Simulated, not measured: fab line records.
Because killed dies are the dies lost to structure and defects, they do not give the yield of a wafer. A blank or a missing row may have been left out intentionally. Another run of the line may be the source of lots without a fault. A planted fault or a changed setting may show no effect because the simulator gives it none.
Matching of chambers || flow sky130 || cmp-02 running SKY_VIA1_CMP_24: 4 sister chambers
The step polishes, stops on SiO2, t overpolish 15 s, target thk 0 nm. 16 wafers are shown with their chamber, then 8 later ones without.

== WAFERS PAIRED WITH THEIR CHAMBERS ==
{"wafer": "L553.1", "chamber": 2, "motor current A (A)": 12.9, "time to endpoint s (s)": 67.0, "overpolish run s (s)": 15.007}
{"wafer": "L553.3", "chamber": 3, "motor current A (A)": 11.3, "time to endpoint s (s)": 70.3, "overpolish run s (s)": 14.987}
{"wafer": "L553.5", "chamber": 2, "motor current A (A)": 13.0, "time to endpoint s (s)": 67.3, "overpolish run s (s)": 15.020}
{"wafer": "L555.4", "chamber": 3, "motor current A (A)": 10.6, "time to endpoint s (s)": 65.1, "overpolish run s (s)": 15.012}
{"wafer": "L555.5", "chamber": 1, "motor current A (A)": 10.2, "time to endpoint s (s)": 63.6, "overpolish run s (s)": 14.992}
{"wafer": "L555.6", "chamber": 0, "motor current A (A)": 10.8, "time to endpoint s (s)": 61.3, "overpolish run s (s)": 15.006}
{"wafer": "L565.2", "chamber": 2, "motor current A (A)": 12.9, "time to endpoint s (s)": 63.4, "overpolish run s (s)": 15.008}
{"wafer": "L565.4", "chamber": 1, "motor current A (A)": 10.7, "time to endpoint s (s)": 62.8, "overpolish run s (s)": 14.989}
{"wafer": "L565.6", "chamber": 1, "motor current A (A)": 9.6, "time to endpoint s (s)": 63.7, "overpolish run s (s)": 15.010}
{"wafer": "L566.1", "chamber": 3, "motor current A (A)": 10.9, "time to endpoint s (s)": 69.2, "overpolish run s (s)": 14.999}
{"wafer": "L566.2", "chamber": 0, "motor current A (A)": 10.7, "time to endpoint s (s)": 66.0, "overpolish run s (s)": 14.999}
{"wafer": "L566.3", "chamber": 2, "motor current A (A)": 13.8, "time to endpoint s (s)": 67.9, "overpolish run s (s)": 15.015}
{"wafer": "L568.2", "chamber": 3, "motor current A (A)": 10.9, "time to endpoint s (s)": 64.1, "overpolish run s (s)": 15.014}
{"wafer": "L568.3", "chamber": 1, "motor current A (A)": 10.0, "time to endpoint s (s)": 63.3, "overpolish run s (s)": 14.990}
{"wafer": "L568.6", "chamber": 0, "motor current A (A)": 11.2, "time to endpoint s (s)": 61.6, "overpolish run s (s)": 14.998}
{"wafer": "L570.1", "chamber": 1, "motor current A (A)": 10.2, "time to endpoint s (s)": 66.9, "overpolish run s (s)": 15.003}

SIGNATURES (averages over the wafers above)
{"reading": "motor current A", "chamber 0": 10.900, "chamber 1": 10.140, "chamber 2": 13.150, "chamber 3": 10.925, "scatter within a chamber": 0.364}
{"reading": "time to endpoint s", "chamber 0": 62.967, "chamber 1": 64.060, "chamber 2": 66.400, "chamber 3": 67.175, "scatter within a chamber": 2.32}
{"reading": "overpolish run s", "chamber 0": 15.00100, "chamber 1": 14.99680, "chamber 2": 15.01250, "chamber 3": 15.00300, "scatter within a chamber": 0.00898}
Rule: for each reading, subtract the chamber's mean from the wafer's reading, divide by that reading's scatter and square the result; add these up over the readings and take the root, which gives the wafer's distance from the chamber. The wafer belongs to the nearest chamber; if the next one is less than 2 further off, it can't be placed. The scatter: take each reading less its chamber's mean, square it, sum over the shown wafers, divide by the number of wafers less the number of chambers, and take the root.

== WAFERS WITH NO CHAMBER GIVEN ==
{"wafer": "L570.3", "motor current A (A)": 10.3, "time to endpoint s (s)": 69.5, "overpolish run s (s)": 15.003}
{"wafer": "L570.4", "motor current A (A)": 11.1, "time to endpoint s (s)": 62.6, "overpolish run s (s)": 15.012}
{"wafer": "L572.1", "motor current A (A)": 10.9, "time to endpoint s (s)": 63.4, "overpolish run s (s)": 15.002}
{"wafer": "L572.4", "motor current A (A)": 10.9, "time to endpoint s (s)": 60.5, "overpolish run s (s)": 14.977}
{"wafer": "L572.5", "motor current A (A)": 11.3, "time to endpoint s (s)": 65.9, "overpolish run s (s)": 14.986}
{"wafer": "L574.2", "motor current A (A)": 10.9, "time to endpoint s (s)": 64.5, "overpolish run s (s)": 14.994}
{"wafer": "L574.5", "motor current A (A)": 13.1, "time to endpoint s (s)": 64.4, "overpolish run s (s)": 14.993}
{"wafer": "L574.6", "motor current A (A)": 10.3, "time to endpoint s (s)": 64.3, "overpolish run s (s)": 14.997}

== WHICH CHAMBER EACH WENT THROUGH ==
{"wafer": "L570.3", "from the rows above": "can't be placed: 3 or 1 or 0", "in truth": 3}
{"wafer": "L570.4", "from the rows above": "can't be placed: 0 or 3 or 1", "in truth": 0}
{"wafer": "L572.1", "from the rows above": "can't be placed: 0 or 3 or 1", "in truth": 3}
{"wafer": "L572.4", "from the rows above": "can't be placed: 0 or 1 or 3", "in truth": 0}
{"wafer": "L572.5", "from the rows above": "can't be placed: 3 or 0 or 1", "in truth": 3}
{"wafer": "L574.2", "from the rows above": "can't be placed: 0 or 3 or 1", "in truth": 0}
{"wafer": "L574.5", "from the rows above": 2, "in truth": 2}
{"wafer": "L574.6", "from the rows above": "can't be placed: 1 or 0 or 3", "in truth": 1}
1 of 8 placed correctly. Can't be placed from these rows: 7 (the true chamber is among the candidates in 7). Placed wrongly: 0.
